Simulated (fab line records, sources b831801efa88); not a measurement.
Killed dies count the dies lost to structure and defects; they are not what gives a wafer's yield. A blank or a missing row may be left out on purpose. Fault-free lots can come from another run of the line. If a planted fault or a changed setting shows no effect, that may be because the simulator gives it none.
fab line records :: flow gf180mcu
record
  lots=14
  wafers=42
  lastDay=34
route steps=602 shown SALICIDE@286 CONTACT@292 M1@327
lots that met no fault: taken from a fault-free run of the same line
startH: hours from the record's opening day to when the first of the lot's shown wafers began :: waitH: hours from the lot's prior step to this one :: " same as the row above :: L1.1+2: one row covering several wafers at once :: - either no value or no given start :: * or withheld: withheld :: < > ~ a bound
route shown NAME@n: names a module that has steps shown in the file, with the first one's number in the route :: usual: the fault-free wafers' mean and standard deviation :: same: alike in all rows :: chamber/n: place in a boat :: sites: per-site readings :: _std_site: how widely they spread, as a standard deviation :: _edge_site: the outer-site mean with the inner-site mean subtracted :: radiusMm: how far each site lies from the wafer's centre :: mask NAME#n: copy n :: behind: the most recent tool/chamber to have shaped the wafer :: hold: why the lot was held/for how many hours/how that ended :: device: which transistor (n, p or np) failed to switch :: end of line: the tests these same wafers got at the end of their route :: a step without rows: its recipe alone :: killed: the dies lost at the first sort to structure and to defects; this is not the yield of the wafer :: map: the dies of a wafer, with x for killed, . for not killed, _ for no die there
set.NAME: setting as actually run; set.NAME@STEP: the setting as run at that earlier step :: model.NAME: the simulator's own value behind a step, which no gauge read
one table for each step of the route and one row for each wafer, over a sample of lots
services: a tool's chamber out of use, with start hour (startH, from the record's first day; less than 0 if before it), hours out, and reason
## steps
# step GF_SALICIDE_RTA_08
# recipe
  tempC=800
  timeS=30
  ambient=N2
# usual
  lampPowerPct=18.6/1.2
  wafer_temp_C_max=804.8/0.92
lot.wafer: L986.1
tool: rtpAnneal-01
chamber: 0
startH: 337.76
waitH: 0.0
lampPowerPct: 17.4
wafer_temp_C_max: 805.4

lot.wafer: L986.3
tool: rtpAnneal-01
chamber: 0
startH: 337.76
waitH: 0.0
lampPowerPct: 17.4
wafer_temp_C_max: 805.1

lot.wafer: L986.5
tool: rtpAnneal-01
chamber: 0
startH: 337.76
waitH: 0.0
lampPowerPct: 17.4
wafer_temp_C_max: 804.0

lot.wafer: L988.2
tool: rtpAnneal-01
chamber: 0
startH: 356.39
waitH: 0.1
lampPowerPct: 17.4
wafer_temp_C_max: 803.6

lot.wafer: L988.5
tool: rtpAnneal-01
chamber: 0
startH: 356.39
waitH: 0.1
lampPowerPct: 17.4
wafer_temp_C_max: 804.1

lot.wafer: L988.6
tool: rtpAnneal-01
chamber: 0
startH: 356.39
waitH: 0.1
lampPowerPct: 17.4
wafer_temp_C_max: 804.3

lot.wafer: L990.1
tool: rtpAnneal-02
chamber: 0
startH: 376.58
waitH: 0.0
lampPowerPct: 19.7
wafer_temp_C_max: 804.2

lot.wafer: L990.3
tool: rtpAnneal-02
chamber: 0
startH: 376.58
waitH: 0.0
lampPowerPct: 19.7
wafer_temp_C_max: 804.5

lot.wafer: L990.6
tool: rtpAnneal-02
chamber: 0
startH: 376.58
waitH: 0.0
lampPowerPct: 19.7
wafer_temp_C_max: 804.0

lot.wafer: L992.2
tool: rtpAnneal-02
chamber: 0
startH: 386.09
waitH: 0.0
lampPowerPct: 19.7
wafer_temp_C_max: 805.2

lot.wafer: L992.3
tool: rtpAnneal-02
chamber: 0
startH: 386.09
waitH: 0.0
lampPowerPct: 19.7
wafer_temp_C_max: 805.4

lot.wafer: L992.4
tool: rtpAnneal-02
chamber: 0
startH: 386.09
waitH: 0.0
lampPowerPct: 19.7
wafer_temp_C_max: 804.0

lot.wafer: L993.1
tool: rtpAnneal-02
chamber: 0
startH: 405.21
waitH: 0.0
lampPowerPct: 19.7
wafer_temp_C_max: 805.0

lot.wafer: L993.4
tool: rtpAnneal-02
chamber: 0
startH: 405.21
waitH: 0.0
lampPowerPct: 19.7
wafer_temp_C_max: 804.7

lot.wafer: L993.5
tool: rtpAnneal-02
chamber: 0
startH: 405.21
waitH: 0.0
lampPowerPct: 19.7
wafer_temp_C_max: 805.2

lot.wafer: L994.1
tool: rtpAnneal-02
chamber: 0
startH: 410.25
waitH: 0.0
lampPowerPct: 19.7
wafer_temp_C_max: 804.4

lot.wafer: L994.2
tool: rtpAnneal-02
chamber: 0
startH: 410.25
waitH: 0.0
lampPowerPct: 19.7
wafer_temp_C_max: 804.2

lot.wafer: L994.3
tool: rtpAnneal-02
chamber: 0
startH: 410.25
waitH: 0.0
lampPowerPct: 19.7
wafer_temp_C_max: 803.5

lot.wafer: L995.1
tool: rtpAnneal-02
chamber: 0
startH: 412.98
waitH: 0.0
lampPowerPct: 19.7
wafer_temp_C_max: 804.1

lot.wafer: L995.3
tool: rtpAnneal-02
chamber: 0
startH: 412.98
waitH: 0.0
lampPowerPct: 19.7
wafer_temp_C_max: 804.3

lot.wafer: L995.4
tool: rtpAnneal-02
chamber: 0
startH: 412.98
waitH: 0.0
lampPowerPct: 19.7
wafer_temp_C_max: 805.0

lot.wafer: L997.2
tool: rtpAnneal-01
chamber: 0
startH: 435.16
waitH: 0.0
lampPowerPct: 17.4
wafer_temp_C_max: 805.3

lot.wafer: L997.3
tool: rtpAnneal-01
chamber: 0
startH: 435.16
waitH: 0.0
lampPowerPct: 17.4
wafer_temp_C_max: 805.8

lot.wafer: L997.6
tool: rtpAnneal-01
chamber: 0
startH: 435.16
waitH: 0.0
lampPowerPct: 17.4
wafer_temp_C_max: 805.4

lot.wafer: L998.4
tool: rtpAnneal-01
chamber: 0
startH: 454.60
waitH: 0.1
lampPowerPct: 17.3
wafer_temp_C_max: 805.1

lot.wafer: L998.5
tool: rtpAnneal-01
chamber: 0
startH: 454.60
waitH: 0.1
lampPowerPct: 17.4
wafer_temp_C_max: 803.8

lot.wafer: L998.6
tool: rtpAnneal-01
chamber: 0
startH: 454.60
waitH: 0.1
lampPowerPct: 17.4
wafer_temp_C_max: 804.3

lot.wafer: L100.1
tool: rtpAnneal-01
chamber: 0
startH: 460.07
waitH: 0.0
lampPowerPct: 17.4
wafer_temp_C_max: 804.9

lot.wafer: L100.2
tool: rtpAnneal-01
chamber: 0
startH: 460.07
waitH: 0.0
lampPowerPct: 17.4
wafer_temp_C_max: 803.1

lot.wafer: L100.3
tool: rtpAnneal-01
chamber: 0
startH: 460.07
waitH: 0.0
lampPowerPct: 17.4
wafer_temp_C_max: 804.8

lot.wafer: L103.1
tool: rtpAnneal-02
chamber: 0
startH: 483.96
waitH: 0.0
lampPowerPct: 19.7
wafer_temp_C_max: 805.3

lot.wafer: L103.3
tool: rtpAnneal-02
chamber: 0
startH: 483.96
waitH: 0.0
lampPowerPct: 19.7
wafer_temp_C_max: 804.0

lot.wafer: L103.6
tool: rtpAnneal-02
chamber: 0
startH: 483.96
waitH: 0.0
lampPowerPct: 19.7
wafer_temp_C_max: 805.0

lot.wafer: L107.4
tool: rtpAnneal-01
chamber: 0
startH: 515.14
waitH: 0.1
lampPowerPct: 17.4
wafer_temp_C_max: 803.9

lot.wafer: L107.5
tool: rtpAnneal-01
chamber: 0
startH: 515.14
waitH: 0.1
lampPowerPct: 17.4
wafer_temp_C_max: 803.6

lot.wafer: L107.6
tool: rtpAnneal-01
chamber: 0
startH: 515.14
waitH: 0.1
lampPowerPct: 17.4
wafer_temp_C_max: 804.3

lot.wafer: L108.1
tool: rtpAnneal-01
chamber: 0
startH: 531.80
waitH: 0.0
lampPowerPct: 17.4
wafer_temp_C_max: 804.9

lot.wafer: L108.4
tool: rtpAnneal-01
chamber: 0
startH: 531.80
waitH: 0.0
lampPowerPct: 17.4
wafer_temp_C_max: 803.8

lot.wafer: L108.5
tool: rtpAnneal-01
chamber: 0
startH: 531.80
waitH: 0.0
lampPowerPct: 17.4
wafer_temp_C_max: 803.5

lot.wafer: L109.1
tool: rtpAnneal-01
chamber: 0
startH: 535.61
waitH: 0.0
lampPowerPct: 17.4
wafer_temp_C_max: 804.7

lot.wafer: L109.2
tool: rtpAnneal-01
chamber: 0
startH: 535.61
waitH: 0.0
lampPowerPct: 17.4
wafer_temp_C_max: 804.2

lot.wafer: L109.4
tool: rtpAnneal-01
chamber: 0
startH: 535.61
waitH: 0.0
lampPowerPct: 17.3
wafer_temp_C_max: 804.9
# step GF_CONTACT_BOW_MEAS_05
# recipe
  mode=bow
# usual
  CONTACT_BOW=63/7.3
lot.wafer: L986.1
tool: filmMetro-04
chamber: -
startH: 338.39
waitH: 0.2
CONTACT_BOW[um]: 70

lot.wafer: L986.3
tool: filmMetro-04
chamber: -
startH: 338.39
waitH: 0.2
CONTACT_BOW[um]: 68

lot.wafer: L986.5
tool: filmMetro-04
chamber: -
startH: 338.39
waitH: 0.2
CONTACT_BOW[um]: 61

lot.wafer: L988.2
tool: filmMetro-01
chamber: -
startH: 357.03
waitH: 0.2
CONTACT_BOW[um]: 55

lot.wafer: L988.5
tool: filmMetro-01
chamber: -
startH: 357.03
waitH: 0.2
CONTACT_BOW[um]: 71

lot.wafer: L988.6
tool: filmMetro-01
chamber: -
startH: 357.03
waitH: 0.2
CONTACT_BOW[um]: 63

lot.wafer: L990.1
tool: filmMetro-01
chamber: -
startH: 377.22
waitH: 0.1
CONTACT_BOW[um]: 57

lot.wafer: L990.3
tool: filmMetro-01
chamber: -
startH: 377.22
waitH: 0.1
CONTACT_BOW[um]: 68

lot.wafer: L990.6
tool: filmMetro-01
chamber: -
startH: 377.22
waitH: 0.1
CONTACT_BOW[um]: 61

lot.wafer: L992.2
tool: filmMetro-03
chamber: -
startH: 386.77
waitH: 0.1
CONTACT_BOW[um]: 66

lot.wafer: L992.3
tool: filmMetro-03
chamber: -
startH: 386.77
waitH: 0.1
CONTACT_BOW[um]: 58

lot.wafer: L992.4
tool: filmMetro-03
chamber: -
startH: 386.77
waitH: 0.1
CONTACT_BOW[um]: 89

lot.wafer: L993.1
tool: filmMetro-01
chamber: -
startH: 405.84
waitH: 0.2
CONTACT_BOW[um]: 70

lot.wafer: L993.4
tool: filmMetro-01
chamber: -
startH: 405.84
waitH: 0.2
CONTACT_BOW[um]: 46

lot.wafer: L993.5
tool: filmMetro-01
chamber: -
startH: 405.84
waitH: 0.2
CONTACT_BOW[um]: 68

lot.wafer: L994.1
tool: filmMetro-03
chamber: -
startH: 412.44
waitH: 0.1
CONTACT_BOW[um]: 55

lot.wafer: L994.2
tool: filmMetro-03
chamber: -
startH: 412.44
waitH: 0.1
CONTACT_BOW[um]: 58

lot.wafer: L994.3
tool: filmMetro-03
chamber: -
startH: 412.44
waitH: 0.1
CONTACT_BOW[um]: 58

lot.wafer: L995.1
tool: filmMetro-03
chamber: -
startH: 413.61
waitH: 0.1
CONTACT_BOW[um]: 64

lot.wafer: L995.3
tool: filmMetro-03
chamber: -
startH: 413.61
waitH: 0.1
CONTACT_BOW[um]: 69

lot.wafer: L995.4
tool: filmMetro-03
chamber: -
startH: 413.61
waitH: 0.1
CONTACT_BOW[um]: 77

lot.wafer: L997.2
tool: filmMetro-04
chamber: -
startH: 435.79
waitH: 0.2
CONTACT_BOW[um]: 53

lot.wafer: L997.3
tool: filmMetro-04
chamber: -
startH: 435.79
waitH: 0.2
CONTACT_BOW[um]: 62

lot.wafer: L997.6
tool: filmMetro-04
chamber: -
startH: 435.79
waitH: 0.2
CONTACT_BOW[um]: 63

lot.wafer: L998.4
tool: filmMetro-04
chamber: -
startH: 455.27
waitH: 0.3
CONTACT_BOW[um]: 64

lot.wafer: L998.5
tool: filmMetro-04
chamber: -
startH: 455.27
waitH: 0.3
CONTACT_BOW[um]: 53

lot.wafer: L998.6
tool: filmMetro-04
chamber: -
startH: 455.27
waitH: 0.3
CONTACT_BOW[um]: 58

lot.wafer: L100.1
tool: filmMetro-04
chamber: -
startH: 460.73
waitH: 0.1
CONTACT_BOW[um]: 67

lot.wafer: L100.2
tool: filmMetro-04
chamber: -
startH: 460.73
waitH: 0.1
CONTACT_BOW[um]: 62

lot.wafer: L100.3
tool: filmMetro-04
chamber: -
startH: 460.73
waitH: 0.1
CONTACT_BOW[um]: 55

lot.wafer: L103.1
tool: filmMetro-03
chamber: -
startH: 484.60
waitH: 0.1
CONTACT_BOW[um]: 69

lot.wafer: L103.3
tool: filmMetro-03
chamber: -
startH: 484.60
waitH: 0.1
CONTACT_BOW[um]: 58

lot.wafer: L103.6
tool: filmMetro-03
chamber: -
startH: 484.60
waitH: 0.1
CONTACT_BOW[um]: 64

lot.wafer: L107.4
tool: filmMetro-04
chamber: -
startH: 515.78
waitH: 0.2
CONTACT_BOW[um]: 68

lot.wafer: L107.5
tool: filmMetro-04
chamber: -
startH: 515.78
waitH: 0.2
CONTACT_BOW[um]: 66

lot.wafer: L107.6
tool: filmMetro-04
chamber: -
startH: 515.78
waitH: 0.2
CONTACT_BOW[um]: 75

lot.wafer: L108.1
tool: filmMetro-03
chamber: -
startH: 532.43
waitH: 0.2
CONTACT_BOW[um]: 63

lot.wafer: L108.4
tool: filmMetro-03
chamber: -
startH: 532.43
waitH: 0.2
CONTACT_BOW[um]: 69

lot.wafer: L108.5
tool: filmMetro-03
chamber: -
startH: 532.43
waitH: 0.2
CONTACT_BOW[um]: 62

lot.wafer: L109.1
tool: filmMetro-03
chamber: -
startH: 536.49
waitH: 0.1
CONTACT_BOW[um]: 58

lot.wafer: L109.2
tool: filmMetro-03
chamber: -
startH: 536.49
waitH: 0.1
CONTACT_BOW[um]: 61

lot.wafer: L109.4
tool: filmMetro-03
chamber: -
startH: 536.49
waitH: 0.1
CONTACT_BOW[um]: 61
# step GF_CONTACT_OVL_MEAS_15
# usual
  CONTACT_OVL=1/5.3
lot.wafer: L986.1
tool: overlay-02
chamber: -
startH: 360.69
waitH: 0.1
CONTACT_OVL[nm]: -1

lot.wafer: L986.3
tool: overlay-02
chamber: -
startH: 360.69
waitH: 0.1
CONTACT_OVL[nm]: 6

lot.wafer: L986.5
tool: overlay-02
chamber: -
startH: 360.69
waitH: 0.1
CONTACT_OVL[nm]: -2

lot.wafer: L988.2
tool: overlay-02
chamber: -
startH: 379.73
waitH: 0.1
CONTACT_OVL[nm]: -2

lot.wafer: L988.5
tool: overlay-02
chamber: -
startH: 379.73
waitH: 0.1
CONTACT_OVL[nm]: -4

lot.wafer: L988.6
tool: overlay-02
chamber: -
startH: 379.73
waitH: 0.1
CONTACT_OVL[nm]: -2

lot.wafer: L990.1
tool: overlay-01
chamber: -
startH: 399.95
waitH: 0.1
CONTACT_OVL[nm]: 8

lot.wafer: L990.3
tool: overlay-01
chamber: -
startH: 399.95
waitH: 0.1
CONTACT_OVL[nm]: 9

lot.wafer: L990.6
tool: overlay-01
chamber: -
startH: 399.95
waitH: 0.1
CONTACT_OVL[nm]: -1

lot.wafer: L992.2
tool: overlay-02
chamber: -
startH: 410.20
waitH: 0.1
CONTACT_OVL[nm]: -5

lot.wafer: L992.3
tool: overlay-02
chamber: -
startH: 410.20
waitH: 0.1
CONTACT_OVL[nm]: 1

lot.wafer: L992.4
tool: overlay-02
chamber: -
startH: 410.20
waitH: 0.1
CONTACT_OVL[nm]: -8

lot.wafer: L993.1
tool: overlay-02
chamber: -
startH: 430.00
waitH: 0.1
CONTACT_OVL[nm]: 10

lot.wafer: L993.4
tool: overlay-02
chamber: -
startH: 430.00
waitH: 0.1
CONTACT_OVL[nm]: -2

lot.wafer: L993.5
tool: overlay-02
chamber: -
startH: 430.00
waitH: 0.1
CONTACT_OVL[nm]: 2

lot.wafer: L994.1
tool: overlay-02
chamber: -
startH: 436.41
waitH: 0.1
CONTACT_OVL[nm]: 6

lot.wafer: L994.2
tool: overlay-02
chamber: -
startH: 436.41
waitH: 0.1
CONTACT_OVL[nm]: 5

lot.wafer: L994.3
tool: overlay-02
chamber: -
startH: 436.41
waitH: 0.1
CONTACT_OVL[nm]: 11

lot.wafer: L995.1
tool: overlay-01
chamber: -
startH: 438.05
waitH: 0.1
CONTACT_OVL[nm]: -6

lot.wafer: L995.3
tool: overlay-01
chamber: -
startH: 438.05
waitH: 0.1
CONTACT_OVL[nm]: -3

lot.wafer: L995.4
tool: overlay-01
chamber: -
startH: 438.05
waitH: 0.1
CONTACT_OVL[nm]: -1

lot.wafer: L997.2
tool: overlay-01
chamber: -
startH: 460.20
waitH: 0.1
CONTACT_OVL[nm]: -8

lot.wafer: L997.3
tool: overlay-01
chamber: -
startH: 460.20
waitH: 0.1
CONTACT_OVL[nm]: -8

lot.wafer: L997.6
tool: overlay-01
chamber: -
startH: 460.20
waitH: 0.1
CONTACT_OVL[nm]: -11

lot.wafer: L998.4
tool: overlay-02
chamber: -
startH: 479.72
waitH: 0.1
CONTACT_OVL[nm]: -1

lot.wafer: L998.5
tool: overlay-02
chamber: -
startH: 479.72
waitH: 0.1
CONTACT_OVL[nm]: 10

lot.wafer: L998.6
tool: overlay-02
chamber: -
startH: 479.72
waitH: 0.1
CONTACT_OVL[nm]: 1

lot.wafer: L100.1
tool: overlay-02
chamber: -
startH: 484.26
waitH: 0.1
CONTACT_OVL[nm]: 7

lot.wafer: L100.2
tool: overlay-02
chamber: -
startH: 484.26
waitH: 0.1
CONTACT_OVL[nm]: 5

lot.wafer: L100.3
tool: overlay-02
chamber: -
startH: 484.26
waitH: 0.1
CONTACT_OVL[nm]: 5

lot.wafer: L103.1
tool: overlay-01
chamber: -
startH: 508.40
waitH: 0.1
CONTACT_OVL[nm]: -1

lot.wafer: L103.3
tool: overlay-01
chamber: -
startH: 508.40
waitH: 0.1
CONTACT_OVL[nm]: 4

lot.wafer: L103.6
tool: overlay-01
chamber: -
startH: 508.40
waitH: 0.1
CONTACT_OVL[nm]: 1

lot.wafer: L107.4
tool: overlay-02
chamber: -
startH: 538.46
waitH: 0.1
CONTACT_OVL[nm]: -5

lot.wafer: L107.5
tool: overlay-02
chamber: -
startH: 538.46
waitH: 0.1
CONTACT_OVL[nm]: -2

lot.wafer: L107.6
tool: overlay-02
chamber: -
startH: 538.46
waitH: 0.1
CONTACT_OVL[nm]: 0

lot.wafer: L108.1
tool: overlay-01
chamber: -
startH: 554.89
waitH: 0.1
CONTACT_OVL[nm]: 2

lot.wafer: L108.4
tool: overlay-01
chamber: -
startH: 554.89
waitH: 0.1
CONTACT_OVL[nm]: -2

lot.wafer: L108.5
tool: overlay-01
chamber: -
startH: 554.89
waitH: 0.1
CONTACT_OVL[nm]: 3

lot.wafer: L109.1
tool: overlay-01
chamber: -
startH: 559.19
waitH: 0.1
CONTACT_OVL[nm]: 2

lot.wafer: L109.2
tool: overlay-01
chamber: -
startH: 559.19
waitH: 0.1
CONTACT_OVL[nm]: 2

lot.wafer: L109.4
tool: overlay-01
chamber: -
startH: 559.19
waitH: 0.1
CONTACT_OVL[nm]: 2
# step GF_M1_PEB_12
# recipe
  pebTempC=135
  pebTimeS=90
  resist=KrF
# usual
  chillPlateTempC=23.00/0.11
  exhaustPa=45.4/0.94
lot.wafer: L986.1
tool: lithoTrack-03
chamber: 0
startH: 384.09
waitH: -
chillPlateTempC: 22.73
exhaustPa: 44.0

lot.wafer: L986.3
tool: lithoTrack-03
chamber: 0
startH: 384.09
waitH: -
chillPlateTempC: 22.93
exhaustPa: 43.7

lot.wafer: L986.5
tool: lithoTrack-03
chamber: 0
startH: 384.09
waitH: -
chillPlateTempC: 22.82
exhaustPa: 45.4

lot.wafer: L988.2
tool: lithoTrack-02
chamber: 0
startH: 404.26
waitH: -
chillPlateTempC: 22.87
exhaustPa: 45.2

lot.wafer: L988.5
tool: lithoTrack-02
chamber: 0
startH: 404.26
waitH: -
chillPlateTempC: 22.90
exhaustPa: 45.3

lot.wafer: L988.6
tool: lithoTrack-02
chamber: 0
startH: 404.26
waitH: -
chillPlateTempC: 22.94
exhaustPa: 45.5

lot.wafer: L990.1
tool: lithoTrack-04
chamber: 0
startH: 424.15
waitH: -
chillPlateTempC: 23.04
exhaustPa: 44.7

lot.wafer: L990.3
tool: lithoTrack-04
chamber: 0
startH: 424.15
waitH: -
chillPlateTempC: 23.15
exhaustPa: 46.2

lot.wafer: L990.6
tool: lithoTrack-04
chamber: 0
startH: 424.15
waitH: -
chillPlateTempC: 22.78
exhaustPa: 46.1

lot.wafer: L992.2
tool: lithoTrack-04
chamber: 0
startH: 436.58
waitH: -
chillPlateTempC: 23.07
exhaustPa: 46.7

lot.wafer: L992.3
tool: lithoTrack-04
chamber: 0
startH: 436.58
waitH: -
chillPlateTempC: 23.22
exhaustPa: 44.3

lot.wafer: L992.4
tool: lithoTrack-04
chamber: 0
startH: 436.58
waitH: -
chillPlateTempC: 22.96
exhaustPa: 46.2

lot.wafer: L993.1
tool: lithoTrack-03
chamber: 0
startH: 455.84
waitH: -
chillPlateTempC: 23.22
exhaustPa: 45.1

lot.wafer: L993.4
tool: lithoTrack-03
chamber: 0
startH: 455.84
waitH: -
chillPlateTempC: 23.05
exhaustPa: 46.3

lot.wafer: L993.5
tool: lithoTrack-03
chamber: 0
startH: 455.84
waitH: -
chillPlateTempC: 23.08
exhaustPa: 46.1

lot.wafer: L994.1
tool: lithoTrack-02
chamber: 0
startH: 461.57
waitH: -
chillPlateTempC: 23.01
exhaustPa: 44.1

lot.wafer: L994.2
tool: lithoTrack-02
chamber: 0
startH: 461.57
waitH: -
chillPlateTempC: 22.83
exhaustPa: 45.9

lot.wafer: L994.3
tool: lithoTrack-02
chamber: 0
startH: 461.57
waitH: -
chillPlateTempC: 23.09
exhaustPa: 44.4

lot.wafer: L995.1
tool: lithoTrack-02
chamber: 0
startH: 463.47
waitH: -
chillPlateTempC: 23.05
exhaustPa: 44.4

lot.wafer: L995.3
tool: lithoTrack-02
chamber: 0
startH: 463.47
waitH: -
chillPlateTempC: 23.18
exhaustPa: 43.9

lot.wafer: L995.4
tool: lithoTrack-02
chamber: 0
startH: 463.47
waitH: -
chillPlateTempC: 23.01
exhaustPa: 45.1

lot.wafer: L997.2
tool: lithoTrack-04
chamber: -
startH: 484.28
waitH: -
chillPlateTempC: -
exhaustPa: -

lot.wafer: L997.3
tool: lithoTrack-04
chamber: -
startH: 484.28
waitH: -
chillPlateTempC: -
exhaustPa: -

lot.wafer: L997.6
tool: lithoTrack-04
chamber: -
startH: 484.28
waitH: -
chillPlateTempC: -
exhaustPa: -

lot.wafer: L998.4
tool: lithoTrack-02
chamber: -
startH: 504.32
waitH: -
chillPlateTempC: -
exhaustPa: -

lot.wafer: L998.5
tool: lithoTrack-02
chamber: -
startH: 504.32
waitH: -
chillPlateTempC: -
exhaustPa: -

lot.wafer: L998.6
tool: lithoTrack-02
chamber: -
startH: 504.32
waitH: -
chillPlateTempC: -
exhaustPa: -

lot.wafer: L100.1
tool: lithoTrack-04
chamber: 0
startH: 509.14
waitH: -
chillPlateTempC: 22.91
exhaustPa: 45.0

lot.wafer: L100.2
tool: lithoTrack-04
chamber: 0
startH: 509.14
waitH: -
chillPlateTempC: 22.89
exhaustPa: 45.7

lot.wafer: L100.3
tool: lithoTrack-04
chamber: 0
startH: 509.14
waitH: -
chillPlateTempC: 22.92
exhaustPa: 45.3

lot.wafer: L103.1
tool: lithoTrack-04
chamber: 0
startH: 532.69
waitH: -
chillPlateTempC: 22.98
exhaustPa: 45.4

lot.wafer: L103.3
tool: lithoTrack-04
chamber: 0
startH: 532.69
waitH: -
chillPlateTempC: 23.07
exhaustPa: 45.9

lot.wafer: L103.6
tool: lithoTrack-04
chamber: 0
startH: 532.69
waitH: -
chillPlateTempC: 23.00
exhaustPa: 45.1

lot.wafer: L107.4
tool: lithoTrack-04
chamber: 0
startH: 561.34
waitH: -
chillPlateTempC: 23.05
exhaustPa: 44.6

lot.wafer: L107.5
tool: lithoTrack-04
chamber: 0
startH: 561.34
waitH: -
chillPlateTempC: 22.93
exhaustPa: 46.3

lot.wafer: L107.6
tool: lithoTrack-04
chamber: 0
startH: 561.34
waitH: -
chillPlateTempC: 23.12
exhaustPa: 44.6

lot.wafer: L108.1
tool: lithoTrack-02
chamber: 0
startH: 577.72
waitH: -
chillPlateTempC: 23.11
exhaustPa: 44.7

lot.wafer: L108.4
tool: lithoTrack-02
chamber: 0
startH: 577.72
waitH: -
chillPlateTempC: 23.12
exhaustPa: 47.2

lot.wafer: L108.5
tool: lithoTrack-02
chamber: 0
startH: 577.72
waitH: -
chillPlateTempC: 23.24
exhaustPa: 45.6

lot.wafer: L109.1
tool: lithoTrack-02
chamber: 0
startH: 581.72
waitH: -
chillPlateTempC: 22.95
exhaustPa: 47.5

lot.wafer: L109.2
tool: lithoTrack-02
chamber: 0
startH: 581.72
waitH: -
chillPlateTempC: 22.90
exhaustPa: 47.8

lot.wafer: L109.4
tool: lithoTrack-02
chamber: 0
startH: 581.72
waitH: -
chillPlateTempC: 22.91
exhaustPa: 46.5
## services
tool: rtpAnneal-02
chamber: -
startH: 352.79
hours: 8.0
kind: repair
## key
firstSign
  step=GF_M1_PEB_12
  reading=toolRecord
  direction=missing
effect none on later readings
metAt GF_M1_PEB_12
struckLots L997,L998
laterRowsLeftOut L997.2,L997.3,L997.6,L998.4,L998.5,L998.6
sortLeftOut L997.2,L997.3,L997.6,L998.4,L998.5,L998.6
notActingAt GF_SALICIDE_RTA_08,GF_CONTACT_BOW_MEAS_05,GF_CONTACT_OVL_MEAS_15
onsetBetween 463.47 484.28
fault
  kind=skippedStepWhole
  tool=lithoTrack-02,lithoTrack-04
  chamber=-
  onsetH=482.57
  steps=GF_M1_PEB_12
  scope=struckLotsOnly
# sortLeftOut: the simulated sort isn't trusted on such a fault, so these wafers' sort isn't shown, and their yield isn't known
# laterRowsLeftOut: the simulator's readings of these wafers behind a module that went badly wrong aren't trusted and aren't shown, but for the sort
